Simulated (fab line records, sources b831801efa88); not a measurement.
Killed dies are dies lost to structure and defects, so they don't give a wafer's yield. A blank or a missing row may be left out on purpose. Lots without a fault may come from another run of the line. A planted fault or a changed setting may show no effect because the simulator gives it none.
A struck lot beside a sound one | flow sky130 | 44 steps out of a route of 708
Sound: wafers L547.1, L547.2, L547.6. Struck: wafers L560.1, L560.4, L560.6. The cause comes at the end.
At each step with rows: each side's tool, then ch and its chambers, then its first start. Under that, the readings that differ: sound wafers | struck wafers | difference of the means | sigmas: that difference in standard deviations of wafers without a fault.
alike: readings whose means differ by less than 2 such deviations, and words and numbers that are the same on both sides. not compared: withheld readings, readings that some wafer has no value for, bounds like >300 that may hide the same value, and numbers for which the record gives no deviation and whose values overlap.
The two part at a step that has a row with sigmas, a row that says differs or no value, or rows on one side only. Numbers that don't overlap but have no deviation are shown without sigmas and don't part them. A reading that every wafer of one side lacks parts them only if that side has two wafers or more.

first, 2 steps without rows for these wafers: SKY_DNWELL_DEVELOP_06 (develop time 60 s); SKY_DNWELL_IMPLANT_07.
SKY_DNWELL_STRIP_08: strips in O2/N2.
  sound on plasma_asher-03 ch 0,1, day 3 13:41; struck on plasma_asher-02 ch 1, day 6 11:44
  alike: drypump_motor_current_A, oes_product_au, strip_time_to_endpoint_s
  not compared: rf_hours_counter_h
SKY_DNWELL_TW_MEAS_09:
  sound on film_metro-04, day 3 13:47; struck on film_metro-04, day 6 11:50
  alike: DNWELL_TW
then, 7 steps without rows for these wafers: SKY_PWDE_DEHYDRATE_00 (time 60 s); SKY_PWDE_HMDS_01 (prime time 60 s); SKY_PWDE_COAT_02 (resist thk 3000 nm); SKY_PWDE_SOFTBAKE_03; SKY_PWDE_EXPOSE_04 (exposes mask PWDEM, target cd 840 nm); SKY_PWDE_PEB_05; SKY_PWDE_DEVELOP_06 (develop time 60 s).
SKY_PWDE_OVL_MEAS_07:
  sound on overlay-01, day 4 04:41; struck on overlay-02, day 7 05:38
  reading       | sound          | struck      | difference | sigmas
  PWDE_OVL (nm) | -3.6 -1.4 -2.8 | 1.4 1.6 0.8 | +3.9       | +3
SKY_PWDE_IMPLANT_08:
  sound on implanter-02 ch 0, day 4 04:44; struck on implanter-02 ch 0, day 7 05:41
  reading            | sound          | struck            | difference | sigmas
  beam_on_s (s)      | 9.79 9.81 9.92 | 13.55 14.18 13.58 | +3.93      | +19
  faraday_current_uA | 20.7 20.6 20.4 | 14.9 14.4 15.0    | -5.8       | -14
SKY_PWDE_STRIP_09: strips in O2/N2.
  sound on plasma_asher-03 ch 0,1, day 4 04:53; struck on plasma_asher-04 ch 0,1, day 7 05:50
  alike: drypump_motor_current_A, oes_product_au, strip_time_to_endpoint_s
  not compared: rf_hours_counter_h
SKY_PWDE_TW_MEAS_10:
  sound on film_metro-03, day 4 04:59; struck on film_metro-02, day 7 05:56
  reading | sound             | struck            | difference | sigmas
  PWDE_TW | 377.3 378.4 378.7 | 410.3 410.8 409.8 | +32.2      | +12
then, 7 steps without rows for these wafers: SKY_NWELL_DEHYDRATE_03 (time 60 s); SKY_NWELL_HMDS_04 (prime time 60 s); SKY_NWELL_COAT_05 (resist thk 3000 nm); SKY_NWELL_SOFTBAKE_06; SKY_NWELL_EXPOSE_07 (exposes mask NWM, target cd 840 nm); SKY_NWELL_PEB_08; SKY_NWELL_DEVELOP_09 (develop time 60 s).
SKY_NWELL_OVL_MEAS_10:
  sound on overlay-01, day 4 21:30; struck on overlay-02, day 8 01:23
  alike: NWELL_00_OVL
then, 3 steps without rows for these wafers: SKY_NWELL_IMPLANT_11; SKY_NWELL_IMPLANT_12; SKY_NWELL_IMPLANT_13.
SKY_NWELL_STRIP_14: strips in O2/N2.
  sound on plasma_asher-02 ch 0,1, day 4 21:59; struck on plasma_asher-01 ch 0,1, day 8 01:52
  alike: drypump_motor_current_A, oes_product_au, strip_time_to_endpoint_s
  not compared: rf_hours_counter_h
SKY_NWELL_TW_MEAS_15:
  sound on film_metro-04, day 4 22:05; struck on film_metro-03, day 8 01:58
  alike: NWELL_TW
then, 7 steps without rows for these wafers: SKY_NWELL_DEHYDRATE_16 (time 60 s); SKY_NWELL_HMDS_17 (prime time 60 s); SKY_NWELL_COAT_18 (resist thk 3000 nm); SKY_NWELL_SOFTBAKE_19; SKY_NWELL_EXPOSE_20 (exposes mask NWM COMPLEMENT, target cd 840 nm); SKY_NWELL_PEB_21; SKY_NWELL_DEVELOP_22 (develop time 60 s).
SKY_NWELL_OVL_MEAS_23:
  sound on overlay-02, day 5 15:56; struck on overlay-02, day 8 22:15
  alike: NWELL_01_OVL
then, 1 step without rows for these wafers: SKY_NWELL_IMPLANT_24.
SKY_NWELL_STRIP_25: strips in O2/N2.
  sound on plasma_asher-01 ch 0,1, day 5 16:07; struck on plasma_asher-04 ch 1, day 8 22:26
  alike: drypump_motor_current_A, oes_product_au, strip_time_to_endpoint_s
  not compared: rf_hours_counter_h
SKY_NWELL_TW_MEAS_26:
  sound on film_metro-03, day 5 16:13; struck on film_metro-04, day 8 22:32
  alike: NWELL_2_TW
then, 1 step without rows for these wafers: SKY_NWELL_CLEAN_27 (cleans in SC1/SC2, time 150 s).
SKY_NWELL_RTA_28: time 30 s.
  sound on rtp_anneal-01 ch 0, day 5 16:20; struck on rtp_anneal-01 ch 0, day 8 22:38
  alike: lamp_power_pct, wafer_temp_C_max
SKY_NWELL_RS_MEAS_29: measures by four-point-probe.
  sound on film_metro-03, day 5 16:26; struck on film_metro-03, day 8 22:44
  alike: NWELL_RS
SKY_NWELL_RS_MEAS_31: measures by four-point-probe.
  sound on film_metro-03, day 5 16:41; struck on film_metro-03, day 8 22:59
  reading          | sound          | struck         | difference | sigmas
  PWDE_RS (ohm/sq) | 5260 5256 5238 | 4130 4126 4114 | -1128      | -66
-- the record jumps here: 40 days lie between the struck wafers' starts before and after (it left off in module NWELL and takes up again in module PAD_OPEN, whose first step shown is number 708 of the route) --
SKY_PAD_OPEN_PROBE_99:
  sound on prober-01, day 46 07:01; struck on prober-01, day 49 07:00
  reading                                   | sound                         | struck         | difference | sigmas
  model.etest.res_p_drift_20v.line_ohm_um   | 1.043e+04 1.063e+04 1.018e+04 | 8040 8409 8186 | -2202      |
  model.etest.res_p_drift_20v.rs_ohm_sq     | 8747 8846 8524                | 6927 6954 6889 | -1782      |
  model.etest.res_pwde_under_gate.rs_ohm_sq | 6205 6182 6149                | 4605 4610 4609 | -1571      |
  alike: killed_at_M0_to_M3, killed_at_M4_up, killed_at_contacts, killed_at_front_end, killed_at_other, killed_dies, killed_open, killed_short

WHERE THEY PART
First at SKY_PWDE_OVL_MEAS_07; last, within this record, at SKY_NWELL_RS_MEAS_31. Later steps at which nothing parts them and some readings are alike: SKY_PAD_OPEN_PROBE_99.

WHY: what the simulator had put in
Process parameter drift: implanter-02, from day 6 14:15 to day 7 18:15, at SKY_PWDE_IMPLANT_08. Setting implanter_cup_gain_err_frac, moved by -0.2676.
